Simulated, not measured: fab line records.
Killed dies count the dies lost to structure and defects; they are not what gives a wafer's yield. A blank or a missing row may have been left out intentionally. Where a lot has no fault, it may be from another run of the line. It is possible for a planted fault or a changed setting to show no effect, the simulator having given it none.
One fault seen from 2 desks | flow gf180mcu | each desk has only its own numbers; what lay behind them comes last

## TOOL OWNER'S DESK, rie diel-04
The tool's own readings at GF_SAB_ETCH_11 (etches SiO2 in C4F8/O2/Ar, target depth 55 nm, time 8.5 s): means of the sampled wafers that have a number, for each lot that ran on this tool. The brackets show how far a lot's mean lies from the usual mean; more than 4 standard deviations puts the lot out of limits, marked OUT.
Columns: A = oes product au at GF_SAB_ETCH_11, usual 1.006 a.u.
lot  | first seen here | A
L884 | day 19 06:56    | 1.009
L890 | day 21 23:51    | 1.015
L891 | day 22 05:41    | 1.018
Result from this desk: across the 3 lots, nothing is out of limits.

## METROLOGY DESK
What the gauges read for every lot (on any tool): the sampled wafers with a number, averaged. The brackets show how far a lot's mean lies from the usual mean; more than 4 standard deviations puts the lot out of limits, marked OUT.
Columns: A = PSD_RS at GF_PSD_RS_MEAS_15, usual 108.61 ohm/sq; B = SAB_CVD_00_THK at GF_SAB_THK_MEAS_01, usual 49.9 nm; C = cd nm at GF_SAB_CD_MEAS_09, usual 419.4 nm; D = SAB_OVL at GF_SAB_OVL_MEAS_10, usual -1.4 nm
lot  | first seen here | A      | B    | C     | D
L877 | day 15 21:05    | 108.60 | 50.1 | 422.3 | -1.5
L884 | day 18 06:58    | 108.98 | 50.4 | 419.8 | -1.3
L890 | day 20 23:25    | 108.69 | 50.7 | 421.0 | -1.6
L891 | day 21 05:50    | 108.64 | 49.9 | 418.6 | -4.2
L895 | day 22 10:52    | 108.43 | 49.8 | 417.7 | -1.3
L894 | day 22 11:10    | 108.93 | 50.1 | 417.4 | -3.3
Result from this desk: across the 6 lots, nothing is out of limits.

## PUT TOGETHER
The tool owner's desk saw nothing out of limits.
Nothing out of limits was seen by the metrology desk.

## WHAT THE SIMULATOR PUT IN
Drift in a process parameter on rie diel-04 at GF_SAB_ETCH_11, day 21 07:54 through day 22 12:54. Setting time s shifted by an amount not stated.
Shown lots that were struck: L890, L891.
